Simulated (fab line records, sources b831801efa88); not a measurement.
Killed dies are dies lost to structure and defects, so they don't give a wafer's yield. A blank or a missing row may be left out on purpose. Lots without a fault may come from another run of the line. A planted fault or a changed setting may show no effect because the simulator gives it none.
Which tool did it? | flow sfq_line | 12 lots, 36 wafers sampled, at 3 steps of a route of 325

WHAT THE GAUGES READ, wafer by wafer
SFQ_M7_OVL_MEAS_945. Usual: M7_OVL -1 nm, standard deviation 5.3.
lot  | measured     | on         | M7_OVL (nm) | flag
L713 | day 62 12:14 | overlay-01 | -4 -7 -5    |
L714 | day 62 19:26 | overlay-01 | 2 0 10      |
L715 | day 63 02:38 | overlay-01 | -1 4 5      |
L716 | day 63 14:28 | overlay-01 | 46 46 49    | OFF
L717 | day 64 01:02 | overlay-01 | 43 47 47    | OFF
L718 | day 64 12:50 | overlay-02 | 53 50 49    | OFF
L719 | day 64 21:14 | overlay-02 | 57 59 57    | OFF
L721 | day 65 15:17 | overlay-01 | 10 3 4      |
L733 | day 71 17:43 | overlay-01 | -6 0 -1     |
L734 | day 71 18:55 | overlay-02 | 3 0 -6      |
L735 | day 71 21:20 | overlay-02 | -10 -3 -10  |
L736 | day 72 00:56 | overlay-01 | 4 7 8       |

WHICH TOOL RAN EACH LOT (tool, then ch and the chambers of the sampled wafers, then the start)
lot  | SFQ_TRILAYER_M6_BARC_OPEN_METAL_ETCH_206 | SFQ_TRILAYER_M7_LITHO_EXPOSE_178
L713 | rie_metal-03 ch 0,1, day 56 15:16        | krf_scanner-02 ch 0, day 62 10:44
L714 | rie_metal-01 ch 0, day 56 23:40          | krf_scanner-02 ch 0, day 62 18:08
L715 | rie_metal-01 ch 1, day 57 06:52          | krf_scanner-02 ch 0, day 63 01:20
L716 | rie_metal-02 ch 0,1, day 57 15:25        | krf_scanner-02 ch 0, day 63 12:58
L717 | rie_metal-02 ch 0,1, day 58 03:05        | krf_scanner-02 ch 0, day 63 23:56
L718 | rie_metal-03 ch 0,1, day 58 09:04        | krf_scanner-02 ch 0, day 64 11:20
L719 | rie_metal-03 ch 0,1, day 58 16:16        | krf_scanner-02 ch 0, day 64 19:44
L721 | rie_metal-01 ch 0,1, day 59 17:07        | krf_scanner-01 ch 0, day 65 13:59
L733 | rie_metal-03 ch 0, day 62 05:19          | krf_scanner-01 ch 0, day 71 16:13
L734 | rie_metal-03 ch 0, day 62 07:28          | krf_scanner-01 ch 0, day 71 17:25
L735 | rie_metal-01 ch 0,1, day 62 11:05        | krf_scanner-01 ch 0, day 71 20:13
L736 | rie_metal-02 ch 1, day 62 18:18          | krf_scanner-01 ch 0, day 71 23:49
- SFQ_TRILAYER_M6_BARC_OPEN_METAL_ETCH_206: etches BARC in O2, target depth 125 nm, time 41.7 s.
- SFQ_TRILAYER_M7_LITHO_EXPOSE_178: exposes mask M7, target cd 500 nm.

WHAT THE TOOLS THEMSELVES READ (means of the sampled wafers that have a number; where no wafer has one, the mark that the record gives instead)
SFQ_TRILAYER_M6_BARC_OPEN_METAL_ETCH_206. Usual: drypump_motor_current_A 6.05 A, standard deviation 0.29; oes_product_au 0.686 a.u., standard deviation 0.0045.
lot  | tool         | drypump_motor_current_A (A) | oes_product_au (a.u.) | flag
L713 | rie_metal-03 | 6.38                        | 0.691                 |
L714 | rie_metal-01 | 6.22                        | 0.687                 |
L715 | rie_metal-01 | 6.35                        | 0.684                 |
L716 | rie_metal-02 | 5.62                        | 0.691                 |
L717 | rie_metal-02 | 5.70                        | 0.689                 |
L718 | rie_metal-03 | 6.16                        | 0.685                 |
L719 | rie_metal-03 | 6.35                        | 0.691                 |
L721 | rie_metal-01 | 6.28                        | 0.685                 |
L733 | rie_metal-03 | 5.92                        | 0.680                 |
L734 | rie_metal-03 | 5.90                        | 0.686                 |
L735 | rie_metal-01 | 6.26                        | 0.689                 |
L736 | rie_metal-02 | 5.78                        | 0.686                 |

THE ANSWER, worked out from the rows above alone
Rule: a lot is off if the mean of its wafers that have a number lies more than 3 standard deviations from the usual mean. A lot without any number at a reading at which 4 lots or more have one is off too. The other lots that the step has rows for count as sound. The gauges are gone through in route order, then the tools' own readings, and for those a lot's mean is taken as printed above. The first step at which some lot is off is used, and at that step the reading that is off furthest; a lot without a number counts as furthest.
Off: L716, L717, L718, L719, at SFQ_M7_OVL_MEAS_945 (M7_OVL).
A tool fits if, at a process step before that reading, it ran every lot that is off, and no sound lot after the first of them. The gauges at SFQ_M7_OVL_MEAS_945 are tried like those tools. One fits: krf_scanner-02 at SFQ_TRILAYER_M7_LITHO_EXPOSE_178. Its last sound lot is L715 (day 63 01:20), its first lot that is off L716 (day 63 12:58): a fault that began between those two fits.

WHAT THE SIMULATOR HAD PUT IN
Scanner matching overlay: krf_scanner-02, from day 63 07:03 on, at SFQ_TRILAYER_M7_LITHO_EXPOSE_178. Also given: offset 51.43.
Lots struck among those shown: L716, L717, L718, L719. The rule above found the same.
